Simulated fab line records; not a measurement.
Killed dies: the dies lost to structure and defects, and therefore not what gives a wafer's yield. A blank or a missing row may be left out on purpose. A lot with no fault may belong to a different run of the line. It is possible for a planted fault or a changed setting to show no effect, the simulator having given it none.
fab line records	flow sky130
record: lots: 6	wafers: 18	last-day: 50
route steps=708 shown SONOS_ONO@186 GATE_OXIDE@187 PAD_OPEN@708
lots with no fault: from the same line, run without faults
start-h: the number of hours between the record's first day and the start of the first shown wafer of the lot	wait-h: how many hours have passed since the lot's step before this one	" identical to the entry in the row above	L1.1+2: several wafers, shown together as one row	- no value, or no start was given	* or withheld: withheld	< > ~ a bound
route shown NAME@n: a module of which the file shows steps, and the number in the route of the first	usual: mean/standard deviation taken from wafers without a fault	same: alike in all rows	chamber/n: place in a boat	sites: per-site readings	_std_site: the standard deviation of these	_edge_site: inner sites' mean taken away from outer sites' mean	radius-mm: how far each site lies from the wafer's centre	mask NAME#n: copy n	behind: the most recent tool/chamber to have shaped the wafer	hold: what put the lot on hold/how long, in hours/how the hold closed	device: names the non-switching transistor (n, p or np)	end of line: tests run on the same wafers once the route is complete	step lacking rows: just its recipe	killed: dies lost to structure and defects at the first sort, not the wafer's yield	map: a wafer's dies, marking killed ones x, the rest . and places with no die _
set.NAME: the setting that was run; set.NAME@STEP: the one run at that earlier step	model.NAME: the simulator's own value behind a step, which no gauge read
lots at some steps of the route; a table a step, a row a wafer
services: the hour from which a tool's chamber was out of use, counted from the record's first day as start-h (under 0 if before that day), plus the number of hours and why
== steps ==
step: SKY_SONOS_ONO_WET_ETCH_18
recipe: chemistry: H3PO4	target-depth-nm: 15	target: Si3N4	temp-c: 160	time-s: 172
step: SKY_GATE_OXIDE_CLEAN_00
recipe: chemistry: SC1/SC2	mix: 1:4:20	temp-c: 70	time-s: 150	dry: n2-spin
step: SKY_GATE_OXIDE_OXIDATION_01
recipe: temp-c: 900	ambient: O2	stabilise-s: 600	purge-s: 300	target-thk-a: 102.68	ox-time-s: 1473
step: SKY_GATE_OXIDE_THK_MEAS_02
recipe: reads: SiO2_of_GATE_OXIDE_OXIDATION_01
usual: GATE_OXIDE_OXIDATION_00_THK: 10.27/0.23
lot.wafer	tool	chamber	start-h	wait-h	GATE_OXIDE_OXIDATION_00_THK[nm]
L634.1	film-metro-04	-	313.09	0.0	10.39
L634.2	"	-	"	"	10.43
L634.6	"	-	"	"	10.41
L638.1	film-metro-03	-	344.42	0.0	10.77
L638.2	"	-	"	"	10.63
L638.3	"	-	"	"	10.79
L641.3	film-metro-02	-	369.84	0.0	10.47
L641.4	"	-	"	"	10.17
L641.6	"	-	"	"	10.39
L642.1	film-metro-03	-	375.76	0.0	10.17
L642.3	"	-	"	"	10.21
L642.4	"	-	"	"	10.12
L645.1	film-metro-02	-	400.31	0.0	10.00
L645.3	"	-	"	"	9.74
L645.6	"	-	"	"	9.98
L649.3	film-metro-04	-	438.26	0.0	10.63
L649.5	"	-	"	"	10.44
L649.6	"	-	"	"	10.62
step: SKY_GATE_OXIDE_DEHYDRATE_03
recipe: temp-c: 200	time-s: 60
step: SKY_GATE_OXIDE_HMDS_04
recipe: prime-time-s: 60	prime-temp-c: 120
step: SKY_GATE_OXIDE_COAT_05
recipe: resist: NOVOLAK	spin-rpm: 3000	resist-thk-nm: 1140
step: SKY_GATE_OXIDE_SOFTBAKE_06
recipe: temp-c: 90	time-s: 60	resist: NOVOLAK
step: SKY_GATE_OXIDE_EXPOSE_07
recipe: mask-id: LVOM	na: 0.6	source-shape: conventional	sigma-outer: 0.6	polarization: unpolarized	target-cd-nm: 600	dose-mj: 170
step: SKY_GATE_OXIDE_PEB_08
recipe: temp-c: withheld	time-s: *	resist: NOVOLAK
step: SKY_GATE_OXIDE_DEVELOP_09
recipe: resist: NOVOLAK	developer: TMAH	develop-time-s: 60	dev-temp-c: 23
step: SKY_GATE_OXIDE_OVL_MEAS_10
usual: GATE_OXIDE_OVL: -0.1/1.5
lot.wafer	tool	chamber	start-h	wait-h	GATE_OXIDE_OVL[nm]
L634.1	overlay-02	-	341.32	0.1	1.2
L634.2	"	-	"	"	-2.0
L634.6	"	-	"	"	-0.3
L638.1	overlay-02	-	371.76	0.1	-2.9
L638.2	"	-	"	"	-2.0
L638.3	"	-	"	"	-1.7
L641.3	overlay-01	-	398.37	0.1	-0.7
L641.4	"	-	"	"	1.0
L641.6	"	-	"	"	-0.2
L642.1	overlay-01	-	404.72	0.1	0.0
L642.3	"	-	"	"	2.7
L642.4	"	-	"	"	3.2
L645.1	overlay-01	-	430.17	0.1	-0.8
L645.3	"	-	"	"	-2.0
L645.6	"	-	"	"	-2.3
L649.3	overlay-02	-	469.75	0.1	-1.1
L649.5	"	-	"	"	-0.9
L649.6	"	-	"	"	-0.3
step: SKY_GATE_OXIDE_IMPLANT_11
recipe: species: B	energy-kev: 10	dose-cm2: 2.6e+12	tilt-deg: withheld
usual: beam-energy-keV: 10.000/0.0033
lot.wafer	tool	chamber	start-h	wait-h	beam-energy-keV	model.implant.rp-nm	model.implant.drp-nm
L634.1	implanter-04	0	341.36	0.0	10.003	34.15	17.11
L634.2	"	0	"	"	9.993	34.15	17.11
L634.6	"	0	"	"	9.997	34.15	17.11
L638.1	implanter-03	0	371.80	0.0	9.995	33.84	17.11
L638.2	"	0	"	"	9.995	33.84	17.11
L638.3	"	0	"	"	9.996	33.84	17.11
L641.3	implanter-04	0	398.44	0.1	11.449	37.87	18.84
L641.4	"	0	"	"	11.448	37.87	18.84
L641.6	"	0	"	"	11.448	37.87	18.84
L642.1	implanter-04	0	404.75	0.0	11.448	37.82	18.84
L642.3	"	0	"	"	11.449	37.82	18.84
L642.4	"	0	"	"	11.447	37.82	18.84
L645.1	implanter-02	0	430.20	0.0	10.002	32.53	17.11
L645.3	"	0	"	"	9.994	32.53	17.11
L645.6	"	0	"	"	10.004	32.53	17.11
L649.3	implanter-03	0	469.82	0.1	9.999	33.27	17.11
L649.5	"	0	"	"	9.998	33.27	17.11
L649.6	"	0	"	"	10.002	33.27	17.11
step: SKY_GATE_OXIDE_WET_ETCH_12
recipe: chemistry: dHF	target-depth-nm: 16.8	dry: n2-spin	target: SiO2	dilution: 100:1	temp-c: 25	time-s: 336
step: SKY_GATE_OXIDE_STRIP_13
recipe: chemistry: O2/N2	power-w: 1400	pressure-mtorr: 1500	platen-temp-c: withheld	o2-flow-sccm: 3000	n2-flow-sccm: 300	overash-fraction: 0.5
usual: drypump-motor-current-A: 5.73/0.26	oes-product-au: 0.716/0.0043	strip-time-to-endpoint-s: 14.17/0.038
same: overash-fraction: 0.5
lot.wafer	tool	chamber	start-h	wait-h	drypump-motor-current-A	oes-product-au	rf-hours-counter-h	strip-time-to-endpoint-s
L634.1	plasma-asher-03	1	341.61	0.0	5.59	0.710	20	14.20
L634.2	"	0	"	"	5.29	0.720	20	14.22
L634.6	"	1	"	"	5.60	0.713	-	14.17
L638.1	plasma-asher-02	1	372.06	0.0	5.62	0.716	56	14.18
L638.2	"	0	"	"	6.07	0.717	56	14.18
L638.3	"	0	"	"	6.09	0.709	-	14.16
L641.3	plasma-asher-01	1	398.68	0.0	5.78	0.721	-	14.17
L641.4	"	0	"	"	5.99	0.718	-	14.17
L641.6	"	0	"	"	5.98	0.714	-	14.18
L642.1	plasma-asher-02	0	405.01	0.0	6.05	0.719	59	14.18
L642.3	"	1	"	"	5.60	0.716	-	14.17
L642.4	"	0	"	"	6.08	0.714	-	14.16
L645.1	plasma-asher-01	1	430.46	0.0	5.82	0.712	73	14.21
L645.3	"	1	"	"	5.82	0.712	-	14.18
L645.6	"	1	"	"	5.84	0.711	-	14.19
L649.3	plasma-asher-02	0	470.06	0.0	6.09	0.714	-	14.15
L649.5	"	1	"	"	5.63	0.723	-	14.14
L649.6	"	0	"	"	6.10	0.715	-	14.17
step: SKY_GATE_OXIDE_TW_MEAS_14
usual: GATE_OXIDE_TW: 222.9/1.8
lot.wafer	tool	chamber	start-h	wait-h	GATE_OXIDE_TW
L634.1	film-metro-03	-	341.71	0.1	223.7
L634.2	"	-	"	"	224.4
L634.6	"	-	"	"	224.0
L638.1	film-metro-02	-	372.16	0.1	220.3
L638.2	"	-	"	"	220.5
L638.3	"	-	"	"	220.6
L641.3	film-metro-03	-	398.77	0.1	230.3
L641.4	"	-	"	"	229.9
L641.6	"	-	"	"	228.4
L642.1	film-metro-04	-	405.11	0.1	230.9
L642.3	"	-	"	"	231.8
L642.4	"	-	"	"	231.9
L645.1	film-metro-02	-	430.56	0.1	219.4
L645.3	"	-	"	"	219.9
L645.6	"	-	"	"	219.4
L649.3	film-metro-03	-	470.14	0.1	222.3
L649.5	"	-	"	"	223.4
L649.6	"	-	"	"	223.6
step: SKY_GATE_OXIDE_CLEAN_15
recipe: chemistry: SC1/SC2	mix: 1:4:20	temp-c: 70	time-s: 150	dry: n2-spin
step: SKY_PAD_OPEN_PROBE_99
usual: killed_at_M0_to_M3: 43/7.3	killed_at_M4_up: 3.2/1.9	killed-at-contacts: 24/5.5	killed-at-front-end: 15/4.7	killed-at-other: 0.5/0.75	killed-dies: 85/9.5	killed-open: 46/7	killed-short: 38/7.4
same: gross-dies: 492	killed-at-back-side: 0
lot.wafer	tool	chamber	start-h	wait-h	killed_at_M0_to_M3	killed_at_M4_up	killed-at-contacts	killed-at-front-end	killed-at-other	killed-dies	killed-open	killed-short	model.etest.pfet_01v8_lvt.off-log10-a-um	model.etest.pfet_01v8_lvt.vt-sat-v	model.etest.pfet_01v8_lvt.vt-v	model.etest.pfet_01v8_lvt.vt-long-v	model.etest.nfet_01v8_lvt.vt-long-v	model.etest.nfet_01v8.vt-long-v	model.etest.nfet_01v8_turned.vt-v	model.etest.nfet_01v8.vt-v
L634.1	prober-01	-	1111.34	0.1	40	2	26	26	0	94	61	32	-8.729	-0.4306	-0.5275	-0.6471	0.4631	0.5675	0.7307	0.7286
L634.2	prober-01	-	1111.39	0.1	38	0	22	31	1	92	49	41	-8.832	-0.4305	-0.5257	-0.6476	0.4655	0.5723	0.7384	0.7389
L634.6	prober-01	-	1111.59	0.2	39	1	23	20	3	86	38	48	-8.799	-0.4288	-0.5248	-0.6458	0.4602	0.5633	0.7224	0.7202
L638.1	prober-01	-	1133.35	0.1	47	3	29	11	0	90	50	39	-8.915	-0.4348	-0.5289	-0.6501	0.4607	0.5649	0.7212	0.7208
L638.2	prober-01	-	1133.40	0.1	29	3	23	7	0	62	41	21	-8.747	-0.4207	-0.5141	-0.6362	0.4684	0.5739	0.7302	0.731
L638.3	prober-01	-	1133.45	0.2	40	2	25	18	0	85	43	41	-8.874	-0.4304	-0.5231	-0.6459	0.4692	0.5749	0.7327	0.7325
L641.3	prober-02	-	1152.53	0.2	54	4	20	22	2	102	50	49	-8.178	-0.3989	-0.5033	-0.6279	0.4412	0.5447	0.7061	0.705
L641.4	prober-02	-	1152.58	0.2	37	4	21	16	1	79	53	24	-8.098	-0.3957	-0.5003	-0.6247	0.4468	0.5494	0.7091	0.7092
L641.6	prober-02	-	1152.68	0.2	31	5	25	7	0	68	37	31	-8.196	-0.4008	-0.5069	-0.6304	0.4416	0.5463	0.7104	0.7115
L642.1	prober-01	-	1156.24	0.1	53	3	27	19	0	102	50	52	-8.424	-0.4279	-0.5326	-0.6541	0.442	0.5448	0.7067	0.704
L642.3	prober-01	-	1156.34	0.2	55	4	7	16	0	82	35	47	-8.371	-0.4266	-0.5287	-0.6498	0.442	0.5469	0.7068	0.7068
L642.4	prober-01	-	1156.39	0.2	37	0	20	17	1	75	40	35	-8.392	-0.4269	-0.5258	-0.6491	0.441	0.545	0.7025	0.7054
L645.1	prober-02	-	1175.48	0.1	43	1	19	20	0	83	52	31	-8.746	-0.4299	-0.5267	-0.6504	0.4736	0.5779	0.7329	0.7378
L645.3	prober-02	-	1175.58	0.2	35	2	29	18	0	84	43	41	-8.62	-0.4305	-0.5242	-0.6485	0.4735	0.5776	0.7299	0.7305
L645.6	prober-02	-	1175.73	0.2	39	11	30	11	1	92	37	55	-8.881	-0.4319	-0.5274	-0.6488	0.474	0.5847	0.7369	0.7332
L649.3	prober-01	-	1192.33	0.2	40	3	17	19	1	80	46	34	-8.802	-0.4271	-0.5191	-0.6406	0.4587	0.564	0.7241	0.7248
L649.5	prober-01	-	1192.43	0.2	58	5	19	11	2	95	45	50	-8.604	-0.4293	-0.5218	-0.6448	0.4551	0.5594	0.7174	0.7171
L649.6	prober-01	-	1192.48	0.2	43	1	29	10	0	83	49	34	-8.629	-0.427	-0.5182	-0.639	0.4609	0.5646	0.726	0.7259
killed by level:class
L634.1 CONTACT:geometric-particle:open=12 VIA1:geometric-particle:open=10 FIELD_ISO:geometric-particle:open=7 VIA2:geometric-particle:open=7 VIA3:geometric-particle:open=7 POLY_GATE:geometric-particle:open=6 LI_CONTACT:geometric-particle:open=5 METAL1:geometric-particle:short=5
L634.2 CONTACT:geometric-particle:open=11 FIELD_ISO:geometric-particle:open=10 FIELD_ISO:geometric-particle:short=10 METAL1:geometric-particle:short=7 LI_CONTACT:geometric-particle:open=7 VIA1:geometric-particle:open=7 METAL2:geometric-particle:short=7 VIA2:geometric-particle:open=4
L634.6 VIA1:geometric-particle:open=9 POLY_GATE:geometric-particle:short=8 LI_CONTACT:geometric-particle:open=6 CONTACT:geometric-particle:open=6 FIELD_ISO:geometric-particle:short=5 LOCAL_INTERCONNECT:geometric-particle:short=5 METAL1:geometric-particle:short=5 VIA1:geometric-particle:short=4
L638.1 VIA1:geometric-particle:short=11 CONTACT:geometric-particle:open=9 VIA3:geometric-particle:open=9 VIA2:geometric-particle:open=8 VIA1:geometric-particle:open=8 LI_CONTACT:geometric-particle:open=6 CONTACT:geometric-particle:short=6 POLY_GATE:geometric-particle:short=4
L638.2 LI_CONTACT:geometric-particle:open=10 VIA1:geometric-particle:open=10 CONTACT:geometric-particle:short=5 VIA2:geometric-particle:open=5 METAL2:geometric-particle:short=4 VIA3:geometric-particle:open=4 POLY_GATE:geometric-particle:open=3 CONTACT:geometric-particle:open=3
L638.3 CONTACT:geometric-particle:open=10 VIA1:geometric-particle:open=10 METAL2:geometric-particle:short=8 VIA2:geometric-particle:open=7 FIELD_ISO:geometric-particle:short=6 METAL1:geometric-particle:short=6 CONTACT:geometric-particle:short=5 LI_CONTACT:geometric-particle:open=4
L641.3 CONTACT:geometric-particle:open=12 VIA1:geometric-particle:open=11 VIA1:geometric-particle:short=10 VIA3:geometric-particle:open=7 VIA2:geometric-particle:open=7 FIELD_ISO:geometric-particle:short=6 VIA3:geometric-particle:short=6 METAL2:geometric-particle:short=4
L641.4 CONTACT:geometric-particle:open=13 VIA1:geometric-particle:open=9 LI_CONTACT:geometric-particle:open=6 VIA3:geometric-particle:open=5 FIELD_ISO:geometric-particle:open=4 POLY_GATE:geometric-particle:open=4 VIA1:geometric-particle:short=4 METAL2:geometric-particle:short=4
L641.6 CONTACT:geometric-particle:open=11 VIA1:geometric-particle:open=8 LI_CONTACT:geometric-particle:open=7 METAL1:geometric-particle:short=5 VIA2:geometric-particle:open=5 METAL2:geometric-particle:short=5 CONTACT:geometric-particle:short=4 METAL4:geometric-particle:short=4
L642.1 VIA1:geometric-particle:open=13 POLY_GATE:geometric-particle:short=9 CONTACT:geometric-particle:open=9 VIA3:geometric-particle:open=8 METAL2:geometric-particle:short=8 LI_CONTACT:geometric-particle:open=7 VIA3:geometric-particle:short=7 LOCAL_INTERCONNECT:geometric-particle:short=5
L642.3 VIA1:geometric-particle:open=14 METAL2:geometric-particle:short=8 VIA3:geometric-particle:open=8 VIA1:geometric-particle:short=7 POLY_GATE:geometric-particle:short=6 FIELD_ISO:geometric-particle:short=5 METAL1:geometric-particle:short=4 VIA2:geometric-particle:open=4
L642.4 VIA1:geometric-particle:open=12 LOCAL_INTERCONNECT:geometric-particle:short=8 LI_CONTACT:geometric-particle:open=7 FIELD_ISO:geometric-particle:short=6 VIA3:geometric-particle:open=6 METAL2:geometric-particle:short=5 FIELD_ISO:geometric-particle:open=4 VIA1:geometric-particle:short=4
L645.1 CONTACT:geometric-particle:open=9 VIA2:geometric-particle:open=9 VIA3:geometric-particle:open=9 VIA1:geometric-particle:open=7 POLY_GATE:geometric-particle:short=6 FIELD_ISO:geometric-particle:short=4 FIELD_ISO:geometric-particle:open=4 POLY_GATE:geometric-particle:open=4
L645.3 LI_CONTACT:geometric-particle:open=11 CONTACT:geometric-particle:open=8 POLY_GATE:geometric-particle:open=6 CONTACT:geometric-particle:short=5 VIA1:geometric-particle:open=5 FIELD_ISO:geometric-particle:short=4 POLY_GATE:geometric-particle:short=4 METAL3:geometric-particle:short=4
L645.6 CONTACT:geometric-particle:open=11 METAL1:geometric-particle:short=9 METAL4:geometric-particle:short=8 LI_CONTACT:geometric-particle:open=7 CONTACT:geometric-particle:short=6 VIA2:geometric-particle:short=5 POLY_GATE:geometric-particle:short=5 VIA1:geometric-particle:short=5
L649.3 VIA1:geometric-particle:open=13 VIA1:geometric-particle:short=7 VIA2:geometric-particle:open=7 FIELD_ISO:geometric-particle:short=6 CONTACT:geometric-particle:open=6 POLY_GATE:geometric-particle:open=5 FIELD_ISO:geometric-particle:open=4 METAL2:geometric-particle:short=4
L649.5 VIA1:geometric-particle:open=13 VIA1:geometric-particle:short=11 VIA3:geometric-particle:open=11 CONTACT:geometric-particle:open=9 VIA3:geometric-particle:short=6 METAL2:geometric-particle:short=5 POLY_GATE:geometric-particle:short=4 VIA2:geometric-particle:short=4
L649.6 CONTACT:geometric-particle:open=12 VIA3:geometric-particle:open=9 METAL1:geometric-particle:short=8 VIA1:geometric-particle:open=8 LI_CONTACT:geometric-particle:open=6 VIA2:geometric-particle:open=6 CONTACT:geometric-particle:short=5 VIA1:geometric-particle:short=5
== services ==
tool	chamber	start-h	hours	kind
plasma-asher-01	-	440.75	0.7	repair
implanter-04	-	469.79	2.6	pm
== key ==
first-sign: step: SKY_GATE_OXIDE_IMPLANT_11	reading: beam-energy-keV	direction: up	sigmas: 99+	usual: *	struck: *
effect: step: SKY_GATE_OXIDE_TW_MEAS_14	reading: GATE_OXIDE_TW	direction: up	sigmas: 4.1	usual: 222.9	struck: 230.6
model-effect: step: SKY_GATE_OXIDE_IMPLANT_11	value: implant.rp-nm	without: 33.11	struck: 37.84
model-effect: step: SKY_PAD_OPEN_PROBE_99	value: etest.pfet_01v8_lvt.off-log10-a-um	without: -8.912	struck: -8.276
met-at SKY_GATE_OXIDE_IMPLANT_11
struck-wafers L641.3,L641.4,L641.6,L642.1,L642.3,L642.4
tester-left-out L641,L642
onset-between 341.36 398.44
fault: kind: process-parameter-drift	tool: implanter-04	chamber: -	onset-h: 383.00	steps: SKY_GATE_OXIDE_IMPLANT_11	channel: energy-kev	offset: *	shape: step	end-h: 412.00	acts-in: *	stated: *
tester-left-out: of these lots the tester's yield and bins aren't shown, on N5 and GAA mostly nor the transistor test; their killed dies are dies lost to structure and defects alone, not to doping, threshold or leakage, so they don't give the yield
